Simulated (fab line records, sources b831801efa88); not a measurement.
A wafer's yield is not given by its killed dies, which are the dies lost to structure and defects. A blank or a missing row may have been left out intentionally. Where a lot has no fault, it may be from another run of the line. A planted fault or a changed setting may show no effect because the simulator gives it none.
A struck lot beside a sound one + flow sky130 + 21 out of 708 route steps
Sound: wafers L857.1, L857.2, L857.6. Wafers L861.1, L861.3, L861.4 were the ones struck. The cause is named last.
At each step with rows: each side's tool, then ch and its chambers, then its first start. Under that, the readings that differ: sound wafers + struck wafers + difference of the means + sigmas: that difference in standard deviations of wafers without a fault.
alike: words and numbers the same on both sides, and readings whose means are apart by under 2 such deviations; not compared: readings that were withheld, readings missing a value for some wafer, numbers with overlapping values and no deviation given by the record, and bounds like >300 which may hide the same value.
The two part at a step that has a row with sigmas, a row that says differs or no value, or rows on one side only. When numbers do not overlap yet have no deviation, they are printed without sigmas and do not part them. Lack of a reading on every wafer of one side parts them only where that side has two or more wafers.

first, 1 step without rows for these wafers: SKY_RES_XHIGH_IMPLANT_07.
SKY_RES_XHIGH_STRIP_08: strips in O2/N2.
  sound on plasma asher-01 ch 0,1, day 31 09:44; struck on plasma asher-03 ch 0,1, day 31 16:29
  alike: chamber pressure mTorr, drypump motor current A, oes product au, strip time to endpoint s
  not compared: rf hours counter h
SKY_RES_XHIGH_TW_MEAS_09:
  sound: film metro-04 at day 31 09:50; struck: film metro-02 at day 31 16:35
  alike: RES_XHIGH_TW
then, 7 steps without rows for these wafers: SKY_SD_N_DEHYDRATE_00 (time 60 s); SKY_SD_N_HMDS_01 (prime time 60 s); SKY_SD_N_COAT_02 (resist thk 1140 nm); SKY_SD_N_SOFTBAKE_03 (time 60 s); SKY_SD_N_EXPOSE_04 (exposes mask NSDM, target cd 380 nm); SKY_SD_N_PEB_05; SKY_SD_N_DEVELOP_06 (develop time 60 s).
SKY_SD_N_CD_MEAS_07: the cd target is 380 nm.
  sound: cd sem-02 at day 32 11:36; struck: cd sem-02 at day 32 19:22
  alike: cd nm
SKY_SD_N_OVL_MEAS_08:
  sound: overlay-01 at day 32 11:43; struck: overlay-01 at day 32 19:29
  alike: SD_N_OVL
SKY_SD_N_IMPLANT_09:
  sound on implanter-03 ch 0, day 32 11:46; struck on implanter-03 ch 0, day 32 19:32
| reading                          | sound                         | struck                   | difference | sigmas      |
|----------------------------------|-------------------------------|--------------------------|------------|-------------|
| beam on s (s)                    | 15.2 15.3 15.8                | 10.2 10.3 9.9            | -5.3       | -8          |
| dose ions cm2                    | 3.999e+15 4.003e+15 3.998e+15 | 5.52e+14 5.5e+14 5.5e+14 | -3.45e+15  | -99 or more |
| end station pressure torr (Torr) | 1.52e-05 1.59e-05 1.59e-05    | 7.9e-06 8.6e-06 8.2e-06  | -7.4e-06   | -8          |
| faraday current uA               | 14232 14162 13805             | 2998 2990 3119           | -11031     | -19         |
next, for these wafers, 1 step has no rows: SKY_SD_N_IMPLANT_10.
SKY_SD_N_STRIP_11: strips in O2/N2.
  sound on plasma asher-04 ch 0,1, day 32 12:04; struck on plasma asher-04 ch 0,1, day 32 19:50
| reading                      | sound             | struck            | difference | sigmas      |
|------------------------------|-------------------|-------------------|------------|-------------|
| oes product au (a.u.)        | 0.524 0.530 0.519 | 0.640 0.637 0.649 | +0.118     | +26         |
| strip time to endpoint s (s) | 22.39 22.33 22.34 | 16.23 16.23 16.23 | -6.12      | -99 or more |
  alike: chamber pressure mTorr, drypump motor current A
  not compared: rf hours counter h
SKY_SD_N_TW_MEAS_12:
  sound: film metro-02 at day 32 12:10; struck: film metro-02 at day 32 19:56
| reading | sound          | struck         | difference | sigmas |
|---------|----------------|----------------|------------|--------|
| SD_N_TW | 3993 3993 3987 | 3471 3471 3471 | -520       | -16    |
then, 1 step without rows for these wafers: SKY_SD_N_CLEAN_13 (cleans in SC1/SC2, time 150 s).
SKY_SD_N_RTA_14: time 2 s.
  sound on rtp anneal-02 ch 0, day 32 12:16; struck on rtp anneal-01 ch 0, day 32 20:02
| reading        | sound             | struck            | difference | sigmas |
|----------------|-------------------|-------------------|------------|--------|
| chamber o2 ppm | 1.959 1.968 1.998 | 2.016 2.031 2.029 | +0.050     | +2     |
  alike: lamp power pct, wafer_temp_C_max
SKY_SD_N_RS_MEAS_16: a four-point-probe measurement.
  sound: film metro-02 at day 32 12:26; struck: film metro-04 at day 32 20:13
| reading          | sound             | struck               | difference | sigmas      |
|------------------|-------------------|----------------------|------------|-------------|
| SD_N_RS (ohm/sq) | 68.54 68.49 68.56 | 152.15 152.99 153.71 | +84.42     | +99 or more |
SKY_SD_N_RS_MEAS_17: a four-point-probe measurement.
  sound: film metro-02 at day 32 12:34; struck: film metro-04 at day 32 20:20
  alike: SD_P_RS
-- the record jumps here: 17 days lie between the struck wafers' starts before and after (it left off in module SD_N and takes up again in module PAD_OPEN, whose first step shown is number 708 of the route) --
SKY_PAD_OPEN_PROBE_99:
  sound: prober-02 at day 49 00:46; struck: prober-02 at day 49 10:08
| reading                                 | sound                        | struck                        | difference | sigmas |
|-----------------------------------------|------------------------------|-------------------------------|------------|--------|
| model.etest.nfet g5v0d10v5.r on ohm um  | 1896 1923 1908               | 2442 2437 2424                | +525       |        |
| model.etest.nfet_16v.r on ohm um        | 1.411e+04 1.397e+04 1.41e+04 | 1.445e+04 1.438e+04 1.446e+04 | +3.700e+02 |        |
| model.etest.res ndiff.line ohm um       | 765.5 744 754.5              | 1224 1246 1237                | +481       |        |
| model.etest.sonos uncharged.r on ohm um | 797.4 807.3 792              | 1248 1241 1254                | +449       |        |
| model.etest.licon ndiff.rc ohm          | 186.6 185.6 179.7            | 439.6 455.4 435.4             | +259.5     |        |
| model.etest.nfet_01v8.r on ohm um       | 850.8 875.5 830.3            | 1093 1060 1049                | +215       |        |
| model.etest.res ndiff hv.rs ohm sq      | 115 115.3 114.8              | 199 200.7 202.4               | +86        |        |
| model.etest.res ndiff.rs ohm sq         | 120.3 120.4 120.1            | 195.3 198 195.9               | +76.1      |        |
  alike: killed_at_M0_to_M3, killed_at_M4_up, killed at contacts, killed at front end, killed at other, killed dies, killed open, killed short

== WHERE THEY PART ==
At SKY_SD_N_IMPLANT_09 first; at SKY_SD_N_RS_MEAS_16 last (within this record only). Later steps at which nothing parts them and some readings are alike: SKY_SD_N_RS_MEAS_17, SKY_PAD_OPEN_PROBE_99.

WHY: what had been put in by the simulator
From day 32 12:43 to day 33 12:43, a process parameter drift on implanter-03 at SKY_SD_N_IMPLANT_09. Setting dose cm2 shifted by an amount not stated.
